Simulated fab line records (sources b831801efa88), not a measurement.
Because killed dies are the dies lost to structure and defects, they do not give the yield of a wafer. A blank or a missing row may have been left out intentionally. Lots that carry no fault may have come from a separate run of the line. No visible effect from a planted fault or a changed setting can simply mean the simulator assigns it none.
A lot that was struck, set against a sound lot || flow sky130 || 14 steps out of a route of 708
Sound: wafers L597.3, L597.4, L597.5. Struck: wafers L609.2, L609.3, L609.5. The cause is named last.
For every step that has rows: the tool of each side, followed by ch and its chambers, followed by its first start. Under that, the readings that differ: sound wafers || struck wafers || difference of the means || sigmas: that difference in standard deviations of wafers without a fault.
alike: a reading whose means differ by less than 2 such deviations, as well as words and numbers matching on both sides. not compared: withheld readings; readings where some wafer has no value; bounds like >300 that might hide an equal value; numbers whose values overlap and for which the record gives no deviation.
A row with sigmas, a row that says differs or no value, or rows on one side alone: a step with any of these is where the two part. Numbers that don't overlap but have no deviation are shown without sigmas and don't part them. A reading that every wafer of one side lacks parts them only if that side has two wafers or more.

first, 2 steps without rows for these wafers: SKY_LDD_P_PEB_05; SKY_LDD_P_DEVELOP_06 (develop time 60 s).
SKY_LDD_P_CD_MEAS_07 targets a cd of 380 nm.
  sound: cd_sem-02 at day 20 03:19; struck: cd_sem-01 at day 23 19:11
  alike: cd_nm
SKY_LDD_P_OVL_MEAS_08:
  sound: overlay-01 at day 20 03:25; struck: overlay-01 at day 23 19:17
  alike: LDD_P_OVL
next, for these wafers, 1 step has no rows: SKY_LDD_P_IMPLANT_09.
SKY_LDD_P_STRIP_10: strips in O2/N2.
  sound on plasma_asher-04 ch 0,1, day 20 03:37; struck on plasma_asher-03 ch 0,1, day 23 19:28
  alike: drypump_motor_current_A, n2_flow_sccm, o2_flow_sccm, oes_product_au, strip_time_to_endpoint_s
  not compared: rf_hours_counter_h
SKY_LDD_P_TW_MEAS_11:
  sound: film_metro-02 at day 20 03:43; struck: film_metro-04 at day 23 19:34
{"reading": "LDD_P_TW", "sound": "646 647 644", "struck": "635 641 637", "difference": -8, "sigmas": -2}
then, 5 steps without rows for these wafers: SKY_LDD_HVN_DEHYDRATE_00 (time 60 s); SKY_LDD_HVN_HMDS_01 (prime time 60 s); SKY_LDD_HVN_COAT_02 (resist thk 300 nm); SKY_LDD_HVN_SOFTBAKE_03 (time 60 s); SKY_LDD_HVN_EXPOSE_04 (exposes mask HVNTM, target cd 700 nm).
SKY_LDD_HVN_PEB_05:
  struck on litho_track-04, day 25 00:53; sound on litho_track-02 ch 0, day 21 09:43
{"reading": "exhaust_pa (Pa)", "sound": "45.2 44.8 45.1", "struck": "- - -", "difference": "no value on the struck wafers", "sigmas": ""}
  not compared: chill_plate_temp_C
then, 1 step without rows for these wafers: SKY_LDD_HVN_DEVELOP_06 (develop time 60 s).

## WHERE THEY PART
First at SKY_LDD_P_TW_MEAS_11; last, within this record, at SKY_LDD_HVN_PEB_05.

WHY: whatever the simulator had introduced
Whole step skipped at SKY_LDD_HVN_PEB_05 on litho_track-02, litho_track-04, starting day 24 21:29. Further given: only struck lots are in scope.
